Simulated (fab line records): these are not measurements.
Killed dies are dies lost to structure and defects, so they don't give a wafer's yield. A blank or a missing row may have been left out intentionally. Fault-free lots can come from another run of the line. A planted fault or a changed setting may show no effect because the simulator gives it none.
What tool caused it? -- flow sky130 -- Sampling: 9 lots, 27 wafers, 6 of 708 route steps

== WHAT EACH GAUGE READ, for each wafer ==
SKY_METAL2_OVL_MEAS_16.
lot,measured,on,METAL2_OVL (nm)
L525,day 34 21:35,overlay-02,0 2 -1
L528,day 35 21:05,overlay-01,0 1 0
L530,day 36 14:02,overlay-01,2 1 0
L531,day 36 23:47,overlay-02,-4 5 3
L533,day 38 07:49,overlay-01,-10 -2 -3
L536,day 38 19:05,overlay-02,-5 -3 -5
L543,day 41 01:20,overlay-01,3 5 0
L544,day 41 01:59,overlay-02,-5 -2 -3
L545,day 41 02:35,overlay-02,8 17 7

SKY_CAPM_RS_MEAS_03: measurement is done with a four-point probe.
lot,measured,on,CAPM_TIN_RS (ohm/sq)
L525,day 36 03:45,film metro-04,6.80 6.78 6.91
L528,day 37 03:28,film metro-01,6.95 6.96 6.99
L530,day 37 19:29,film metro-02,6.95 7.00 7.00
L531,day 38 04:50,film metro-01,7.01 6.95 6.99
L533,day 39 12:12,film metro-01,6.89 6.94 6.94
L536,day 40 00:12,film metro-01,7.04 7.00 7.11
L543,day 42 04:15,film metro-04,6.86 6.96 6.90
L544,day 42 05:17,film metro-04,7.43 7.46 7.44
L545,day 42 06:16,film metro-02,7.68 7.63 7.67

SKY_CAPM_THK_MEAS_04: measures by xrf.
lot,measured,on,CAPM_TIN_THK (nm)
L525,day 36 03:52,film metro-04,204.0 204.9 201.4
L528,day 37 03:35,film metro-01,199.1 198.0 197.3
L530,day 37 19:36,film metro-02,197.3 197.6 197.2
L531,day 38 04:57,film metro-01,197.6 199.4 198.1
L533,day 39 12:19,film metro-01,201.1 200.4 200.3
L536,day 40 00:19,film metro-01,196.2 196.9 194.3
L543,day 42 04:22,film metro-04,201.2 198.1 199.5
L544,day 42 05:24,film metro-04,186.1 185.9 185.4
L545,day 42 06:22,film metro-02,179.7 180.5 180.1

== WHAT TOOL EACH LOT RAN ON (gives the tool, then ch and the chambers of the sampled wafers, and finally the start) ==
lot,SKY_METAL2_METAL_ETCH_19,SKY_VIA2_CVD_21,SKY_CAPM_SPUTTER_02
L525,"rie metal-01 ch 0,1, day 34 21:42","cvd w-02 ch 0,1, day 36 02:46","pvd sputter-01, day 36 03:37"
L528,"rie metal-01 ch 0,1, day 35 21:13","cvd w-01 ch 0,1, day 37 02:30","pvd sputter-03, day 37 03:21"
L530,"rie metal-02 ch 0,1, day 36 14:10","cvd w-01 ch 0,1, day 37 18:32","pvd sputter-03, day 37 19:22"
L531,"rie metal-03 ch 0, day 37 00:01","cvd w-02 ch 0,1, day 38 03:53","pvd sputter-01, day 38 04:43"
L533,"rie metal-01 ch 1, day 38 07:58","cvd w-02 ch 0,1, day 39 11:14","pvd sputter-01, day 39 12:05"
L536,"rie metal-03 ch 0,1, day 38 19:13","cvd w-01 ch 0, day 39 23:14","pvd sputter-03, day 40 00:05"
L543,"rie metal-02 ch 1, day 41 01:28","cvd w-02 ch 0,1, day 42 03:17","pvd sputter-01, day 42 04:07"
L544,"rie metal-03 ch 0,1, day 41 02:07","cvd w-01 ch 0,1, day 42 04:20","pvd sputter-03, day 42 05:10"
L545,"rie metal-02 ch 0,1, day 41 03:13","cvd w-01 ch 0,1, day 42 05:04","pvd sputter-03, day 42 06:07"
- SKY_METAL2_METAL_ETCH_19: etches the open film in Cl2/BCl3, stops on SiO2, target depth 360 nm, time 78 s.
- SKY_VIA2_CVD_21: deposits W, target thk 420 nm, time 126.4 s.
- SKY_CAPM_SPUTTER_02: material TiN, target thk 200 nm, time 166.7 s.

== AS READ BY THE TOOLS THEMSELVES (means over the sampled wafers that have a number; for cases with no such wafer, the mark the record gives instead) ==
SKY_METAL2_METAL_ETCH_19.
lot,tool,drypump motor current A (A),oes product au (a.u.),throttle valve pct (%)
L525,rie metal-01,5.4,0.851,22.261
L528,rie metal-01,5.4,0.853,22.270
L530,rie metal-02,6.4,0.855,22.269
L531,rie metal-03,5.4,0.859,22.264
L533,rie metal-01,6.0,0.860,22.264
L536,rie metal-03,5.5,0.857,22.265
L543,rie metal-02,6.0,0.853,22.256
L544,rie metal-03,5.5,0.852,22.268
L545,rie metal-02,6.2,0.851,22.268

SKY_VIA2_CVD_21.
lot,tool,heater power outer w (W),heater power w (W),susceptor temp C (C)
L525,cvd w-02,517,821,399.91
L528,cvd w-01,536,861,400.10
L530,cvd w-01,512,827,399.94
L531,cvd w-02,539,822,400.29
L533,cvd w-02,520,805,399.89
L536,cvd w-01,548,892,399.80
L543,cvd w-02,506,804,400.01
L544,cvd w-01,532,871,400.28
L545,cvd w-01,536,858,399.79

SKY_CAPM_SPUTTER_02.
lot,tool,cathode dc power W (W),substrate temp c (C),susceptor temp C (C),throttle valve pct (%)
L525,pvd sputter-01,6500.0,299.93,300.16,30.7
L528,pvd sputter-03,6500.6,299.80,299.69,30.5
L530,pvd sputter-03,6499.5,300.07,300.14,30.4
L531,pvd sputter-01,6501.3,300.11,300.01,31.5
L533,pvd sputter-01,6499.1,300.04,300.03,30.6
L536,pvd sputter-03,6499.1,300.02,300.00,30.5
L543,pvd sputter-01,6500.2,299.84,300.09,31.0
L544,pvd sputter-03,6016.1,299.98,300.00,30.1
L545,pvd sputter-03,6015.7,299.78,299.69,30.8

== THE ANSWER, worked out from the rows above alone ==
Rule: usual is defined by the lots themselves. Put in order of their means at a reading, lots are off if they are a third of the lots or fewer, leave a main group of 4 or more, and stand apart from it by a gap of 3 or more times the standard deviation of the main group's means; of several such gaps the widest counts. If all means in a main group match to the digits the tables above print for the reading, that group is not used. Also off: a lot with no number at a reading for which 4 or more lots have one. The other lots that the step has rows for count as sound. Order of review: gauges by route order, followed by the tools' own readings, for which a lot's mean as printed above is used. The first step at which some lot is off is used, and at that step the reading that is off furthest; a lot without a number counts as furthest.
Off: at SKY_CAPM_RS_MEAS_03 (CAPM_TIN_RS), L544, L545. The main group has a mean of 6.95 ohm/sq with a standard deviation of 0.065.
A tool fits if, at a process step before that reading, it ran every lot that is off, and no sound lot after the first of them. Not tried: the gauges at SKY_CAPM_RS_MEAS_03; whatever is off there is also off at SKY_CAPM_SPUTTER_02, on other tools, and gauge error can't account for it. 2 tools fit, cvd w-01 at SKY_VIA2_CVD_21 and pvd sputter-03 at SKY_CAPM_SPUTTER_02, so this cannot tell which one it is.

== WHAT THE SIMULATOR PUT IN ==
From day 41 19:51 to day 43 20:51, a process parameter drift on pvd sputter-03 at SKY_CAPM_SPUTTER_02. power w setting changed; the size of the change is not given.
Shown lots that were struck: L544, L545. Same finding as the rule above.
